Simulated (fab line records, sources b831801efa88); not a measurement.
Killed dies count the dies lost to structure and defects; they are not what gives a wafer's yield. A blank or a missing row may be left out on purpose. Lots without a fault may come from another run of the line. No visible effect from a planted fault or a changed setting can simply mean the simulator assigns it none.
Matching of chambers + flow sky130 + SKY_CONTACT_ETCH_16 on rie_diel-03: 4 sister chambers
The step etches BARC in N2/H2, stops on SiO2, time 45.9 s, target depth 60 nm. 4 wafers are shown with their chamber, then 12 later ones without.

== WAFERS, EACH WITH ITS CHAMBER ==
| wafer  | chamber | drypump_motor_current_A (A) |
|--------|---------|-----------------------------|
| L079.5 | 3       | 6.2                         |
| L085.3 | 0       | 5.5                         |
| L087.1 | 1       | 4.9                         |
| L087.6 | 2       | 5.1                         |

== WAFERS WITH NO CHAMBER GIVEN ==
| wafer  | drypump_motor_current_A (A) |
|--------|-----------------------------|
| L088.1 | 6.1                         |
| L088.3 | 4.9                         |
| L088.4 | 5.2                         |
| L091.3 | 4.9                         |
| L091.5 | 5.1                         |
| L091.6 | 4.9                         |
| L093.2 | 5.1                         |
| L093.5 | 6.2                         |
| L093.6 | 5.1                         |
| L096.1 | 6.1                         |
| L096.5 | 5.5                         |
| L096.6 | 6.1                         |

== THE CHAMBER EACH PASSED THROUGH ==
| wafer  | from the rows above | in truth |
|--------|---------------------|----------|
| L088.1 | 3                   | 3        |
| L088.3 | 1                   | 1        |
| L088.4 | 2                   | 2        |
| L091.3 | 1                   | 1        |
| L091.5 | 2                   | 2        |
| L091.6 | 1                   | 1        |
| L093.2 | 2                   | 2        |
| L093.5 | 3                   | 3        |
| L093.6 | 2                   | 2        |
| L096.1 | 3                   | 3        |
| L096.5 | 0                   | 0        |
| L096.6 | 3                   | 3        |
Placed correctly: 12 of 12. Not placeable from these rows: 0. Number placed wrongly: 0.
How it was worked out, from the rows above alone: a wafer's distance from a chamber is the root of the sum, over the readings, of the square of ((its reading less the chamber's mean) divided by the reading's scatter). If the next closest chamber is less than 2 further off than the closest, the wafer can't be placed; otherwise it belongs to the closest. Each chamber's mean is taken over the wafers shown for it. The scatter: with one shown wafer a chamber, the root of the mean of the squares of how far each hidden wafer lies from its nearest shown one.
